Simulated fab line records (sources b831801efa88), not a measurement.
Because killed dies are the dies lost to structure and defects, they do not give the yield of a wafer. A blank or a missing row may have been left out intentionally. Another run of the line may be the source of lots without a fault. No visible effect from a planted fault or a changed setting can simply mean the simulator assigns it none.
Which tool did it? || flow sky130 || 11 lots, 33 wafers sampled, at 4 steps of a route of 708

WHAT EACH GAUGE READ, for each wafer
Not one reading of a measure or inspect step in the record can be checked against a usual standard deviation.

TOOL THAT RAN EACH LOT (tool first, then ch and the chambers of the sampled wafers, then the start)
{"lot": "L750", "SKY_VIA3_ETCH_15": "rieDiel-04 ch 1,2,3, day 39 10:05", "SKY_METAL4_SPUTTER_02": "pvdSputter-03, day 39 12:53", "SKY_METAL4_ETCH_16": "rieMetal-01 ch 0, day 41 14:16", "SKY_METAL4_ETCH_17": "rieDiel-02 ch 1,2,3, day 41 14:26"}
{"lot": "L757", "SKY_VIA3_ETCH_15": "rieDiel-01 ch 0,1, day 42 01:46", "SKY_METAL4_SPUTTER_02": "pvdSputter-02, day 42 03:18", "SKY_METAL4_ETCH_16": "rieMetal-03 ch 0,1, day 44 02:27", "SKY_METAL4_ETCH_17": "rieDiel-01 ch 0,1,3, day 44 02:33"}
{"lot": "L760", "SKY_VIA3_ETCH_15": "rieDiel-03 ch 0,1, day 42 18:25", "SKY_METAL4_SPUTTER_02": "pvdSputter-01, day 42 19:49", "SKY_METAL4_ETCH_16": "rieMetal-02 ch 0,1, day 44 18:19", "SKY_METAL4_ETCH_17": "rieDiel-01 ch 0,1,3, day 44 18:23"}
{"lot": "L761", "SKY_VIA3_ETCH_15": "rieDiel-04 ch 0,1,2, day 43 00:01", "SKY_METAL4_SPUTTER_02": "pvdSputter-02, day 43 01:23", "SKY_METAL4_ETCH_16": "rieMetal-03 ch 0,1, day 44 23:18", "SKY_METAL4_ETCH_17": "rieDiel-01 ch 1,2,3, day 44 23:24"}
{"lot": "L762", "SKY_VIA3_ETCH_15": "rieDiel-01 ch 0,1,3, day 43 08:14", "SKY_METAL4_SPUTTER_02": "pvdSputter-01, day 43 09:38", "SKY_METAL4_ETCH_16": "rieMetal-01 ch 1, day 45 06:41", "SKY_METAL4_ETCH_17": "rieDiel-04 ch 0,1,2, day 45 06:47"}
{"lot": "L766", "SKY_VIA3_ETCH_15": "rieDiel-03 ch 1,2, day 44 09:47", "SKY_METAL4_SPUTTER_02": "pvdSputter-01, day 44 11:13", "SKY_METAL4_ETCH_16": "rieMetal-03 ch 0,1, day 46 06:27", "SKY_METAL4_ETCH_17": "rieDiel-02 ch 0,3, day 46 06:33"}
{"lot": "L768", "SKY_VIA3_ETCH_15": "rieDiel-03 ch 1,2, day 44 23:50", "SKY_METAL4_SPUTTER_02": "pvdSputter-01, day 45 01:15", "SKY_METAL4_ETCH_16": "rieMetal-01 ch 0,1, day 46 20:12", "SKY_METAL4_ETCH_17": "rieDiel-02 ch 1,3, day 46 20:18"}
{"lot": "L769", "SKY_VIA3_ETCH_15": "rieDiel-03 ch 0,2,3, day 45 02:52", "SKY_METAL4_SPUTTER_02": "pvdSputter-02, day 45 04:44", "SKY_METAL4_ETCH_16": "rieMetal-01 ch 0,1, day 46 23:27", "SKY_METAL4_ETCH_17": "rieDiel-02 ch 0,1,2, day 46 23:33"}
{"lot": "L771", "SKY_VIA3_ETCH_15": "rieDiel-01 ch 0,1,2, day 45 17:53", "SKY_METAL4_SPUTTER_02": "pvdSputter-02, day 45 19:15", "SKY_METAL4_ETCH_16": "rieMetal-01 ch 0, day 47 12:24", "SKY_METAL4_ETCH_17": "rieDiel-02 ch 1,2, day 47 12:30"}
{"lot": "L772", "SKY_VIA3_ETCH_15": "rieDiel-03 ch 0,1,3, day 45 19:22", "SKY_METAL4_SPUTTER_02": "pvdSputter-02, day 45 20:43", "SKY_METAL4_ETCH_16": "rieMetal-02 ch 0,1, day 47 14:45", "SKY_METAL4_ETCH_17": "rieDiel-01 ch 0,1,2, day 47 14:51"}
{"lot": "L773", "SKY_VIA3_ETCH_15": "rieDiel-04 ch 0,1,3, day 45 23:32", "SKY_METAL4_SPUTTER_02": "pvdSputter-01, day 46 01:05", "SKY_METAL4_ETCH_16": "rieMetal-01 ch 0,1, day 47 18:21", "SKY_METAL4_ETCH_17": "rieDiel-01 ch 0,2, day 47 18:27"}
- SKY_VIA3_ETCH_15: etches SiO2 in C4F8/O2/Ar, stops on TiN, target depth 507 nm, time 78 s.
- SKY_METAL4_SPUTTER_02: material AlCu, target thk 735 nm, time 39.1 s.
- SKY_METAL4_ETCH_16: etches BARC in N2/H2, stops on SiO2, time 88.2 s, target depth 60 nm.
- SKY_METAL4_ETCH_17: etches SiO2 in C4F8/O2/Ar, stops on TiN, time 3.9 s, target depth 15 nm.

WHAT THE TOOLS THEMSELVES READ (means of the sampled wafers that have a number; where no wafer has one, the mark that the record gives instead)
SKY_VIA3_ETCH_15. Usual: biasW 1200 W, standard deviation 3.2; oesProductAu 0.937 a.u., standard deviation 0.0047.
{"lot": "L750", "tool": "rieDiel-04", "biasW (W)": 1202, "oesProductAu (a.u.)": 0.938, "flag": ""}
{"lot": "L757", "tool": "rieDiel-01", "biasW (W)": 1198, "oesProductAu (a.u.)": 0.936, "flag": ""}
{"lot": "L760", "tool": "rieDiel-03", "biasW (W)": 1202, "oesProductAu (a.u.)": 0.940, "flag": ""}
{"lot": "L761", "tool": "rieDiel-04", "biasW (W)": 1202, "oesProductAu (a.u.)": 0.937, "flag": ""}
{"lot": "L762", "tool": "rieDiel-01", "biasW (W)": 1199, "oesProductAu (a.u.)": 0.940, "flag": ""}
{"lot": "L766", "tool": "rieDiel-03", "biasW (W)": 1197, "oesProductAu (a.u.)": 0.941, "flag": ""}
{"lot": "L768", "tool": "rieDiel-03", "biasW (W)": 1198, "oesProductAu (a.u.)": 0.937, "flag": ""}
{"lot": "L769", "tool": "rieDiel-03", "biasW (W)": 1199, "oesProductAu (a.u.)": 0.934, "flag": ""}
{"lot": "L771", "tool": "rieDiel-01", "biasW (W)": 1200, "oesProductAu (a.u.)": 0.937, "flag": ""}
{"lot": "L772", "tool": "rieDiel-03", "biasW (W)": 1199, "oesProductAu (a.u.)": 0.937, "flag": ""}
{"lot": "L773", "tool": "rieDiel-04", "biasW (W)": 1199, "oesProductAu (a.u.)": 0.936, "flag": ""}

SKY_METAL4_SPUTTER_02. Usual: throttleValvePct reads 30.0 % (standard deviation 0.87).
{"lot": "L750", "tool": "pvdSputter-03", "throttleValvePct (%)": 30.0, "flag": ""}
{"lot": "L757", "tool": "pvdSputter-02", "throttleValvePct (%)": 29.6, "flag": ""}
{"lot": "L760", "tool": "pvdSputter-01", "throttleValvePct (%)": 29.6, "flag": ""}
{"lot": "L761", "tool": "pvdSputter-02", "throttleValvePct (%)": 29.5, "flag": ""}
{"lot": "L762", "tool": "pvdSputter-01", "throttleValvePct (%)": 29.8, "flag": ""}
{"lot": "L766", "tool": "pvdSputter-01", "throttleValvePct (%)": 29.9, "flag": ""}
{"lot": "L768", "tool": "pvdSputter-01", "throttleValvePct (%)": 29.8, "flag": ""}
{"lot": "L769", "tool": "pvdSputter-02", "throttleValvePct (%)": 29.6, "flag": ""}
{"lot": "L771", "tool": "pvdSputter-02", "throttleValvePct (%)": 29.6, "flag": ""}
{"lot": "L772", "tool": "pvdSputter-02", "throttleValvePct (%)": 29.7, "flag": ""}
{"lot": "L773", "tool": "pvdSputter-01", "throttleValvePct (%)": 29.6, "flag": ""}

SKY_METAL4_ETCH_16. Usual: biasW 100.0 W, standard deviation 0.32; drypumpMotorCurrentA 5.38 A, standard deviation 0.22; oesProductAu 0.625 a.u., standard deviation 0.0043; throttleValvePct 13.206 %, standard deviation 0.0095.
{"lot": "L750", "tool": "rieMetal-01", "biasW (W)": 100.0, "drypumpMotorCurrentA (A)": 5.13, "oesProductAu (a.u.)": 0.627, "throttleValvePct (%)": 13.207, "flag": ""}
{"lot": "L757", "tool": "rieMetal-03", "biasW (W)": 100.3, "drypumpMotorCurrentA (A)": 5.61, "oesProductAu (a.u.)": 0.628, "throttleValvePct (%)": 13.206, "flag": ""}
{"lot": "L760", "tool": "rieMetal-02", "biasW (W)": 100.1, "drypumpMotorCurrentA (A)": 5.60, "oesProductAu (a.u.)": 0.625, "throttleValvePct (%)": 13.190, "flag": ""}
{"lot": "L761", "tool": "rieMetal-03", "biasW (W)": 99.8, "drypumpMotorCurrentA (A)": 5.62, "oesProductAu (a.u.)": 0.624, "throttleValvePct (%)": 13.201, "flag": ""}
{"lot": "L762", "tool": "rieMetal-01", "biasW (W)": 99.8, "drypumpMotorCurrentA (A)": 5.25, "oesProductAu (a.u.)": 0.625, "throttleValvePct (%)": 13.215, "flag": ""}
{"lot": "L766", "tool": "rieMetal-03", "biasW (W)": 100.0, "drypumpMotorCurrentA (A)": 5.58, "oesProductAu (a.u.)": 0.625, "throttleValvePct (%)": 13.204, "flag": ""}
{"lot": "L768", "tool": "rieMetal-01", "biasW (W)": 99.9, "drypumpMotorCurrentA (A)": 5.17, "oesProductAu (a.u.)": 0.625, "throttleValvePct (%)": 13.216, "flag": ""}
{"lot": "L769", "tool": "rieMetal-01", "biasW (W)": 100.0, "drypumpMotorCurrentA (A)": 5.22, "oesProductAu (a.u.)": 0.627, "throttleValvePct (%)": 13.214, "flag": ""}
{"lot": "L771", "tool": "rieMetal-01", "biasW (W)": 100.0, "drypumpMotorCurrentA (A)": 5.12, "oesProductAu (a.u.)": 0.625, "throttleValvePct (%)": 13.209, "flag": ""}
{"lot": "L772", "tool": "rieMetal-02", "biasW (W)": 100.2, "drypumpMotorCurrentA (A)": 5.62, "oesProductAu (a.u.)": 0.629, "throttleValvePct (%)": 13.208, "flag": ""}
{"lot": "L773", "tool": "rieMetal-01", "biasW (W)": 100.2, "drypumpMotorCurrentA (A)": 5.21, "oesProductAu (a.u.)": 0.627, "throttleValvePct (%)": 13.185, "flag": ""}

SKY_METAL4_ETCH_17. Usual: biasW 1201 W, standard deviation 3.4; oesProductAu 0.755 a.u., standard deviation 0.0069.
{"lot": "L750", "tool": "rieDiel-02", "biasW (W)": 1203, "oesProductAu (a.u.)": 0.764, "flag": ""}
{"lot": "L757", "tool": "rieDiel-01", "biasW (W)": 1202, "oesProductAu (a.u.)": 0.748, "flag": ""}
{"lot": "L760", "tool": "rieDiel-01", "biasW (W)": 1269, "oesProductAu (a.u.)": 0.758, "flag": "OFF"}
{"lot": "L761", "tool": "rieDiel-01", "biasW (W)": 1274, "oesProductAu (a.u.)": 0.755, "flag": "OFF"}
{"lot": "L762", "tool": "rieDiel-04", "biasW (W)": 1199, "oesProductAu (a.u.)": 0.753, "flag": ""}
{"lot": "L766", "tool": "rieDiel-02", "biasW (W)": 1204, "oesProductAu (a.u.)": 0.745, "flag": ""}
{"lot": "L768", "tool": "rieDiel-02", "biasW (W)": 1201, "oesProductAu (a.u.)": 0.757, "flag": ""}
{"lot": "L769", "tool": "rieDiel-02", "biasW (W)": 1201, "oesProductAu (a.u.)": 0.751, "flag": ""}
{"lot": "L771", "tool": "rieDiel-02", "biasW (W)": 1201, "oesProductAu (a.u.)": 0.761, "flag": ""}
{"lot": "L772", "tool": "rieDiel-01", "biasW (W)": 1197, "oesProductAu (a.u.)": 0.753, "flag": ""}
{"lot": "L773", "tool": "rieDiel-01", "biasW (W)": 1200, "oesProductAu (a.u.)": 0.755, "flag": ""}

THE ANSWER, worked out from the rows above alone
Rule: lot off if the mean of its wafers having a number is beyond 3 standard deviations from the usual mean. Also off: a lot with no number at a reading for which 4 or more lots have one. Where the step has rows for the other lots, those lots are counted as sound. First the gauges in route order, then the tools' own readings, where a lot's mean is used as printed above. At the first step where some lot is off, the reading lying furthest off is the one used; lots without a number count as furthest.
Off: L760, L761 (SKY_METAL4_ETCH_17, biasW).
If a tool, at that step or one of the process steps before it, ran each lot that is off and ran no sound lot following the first of them, it fits. Of those tried, none fits.

WHAT HAD BEEN PUT IN BY THE SIMULATOR
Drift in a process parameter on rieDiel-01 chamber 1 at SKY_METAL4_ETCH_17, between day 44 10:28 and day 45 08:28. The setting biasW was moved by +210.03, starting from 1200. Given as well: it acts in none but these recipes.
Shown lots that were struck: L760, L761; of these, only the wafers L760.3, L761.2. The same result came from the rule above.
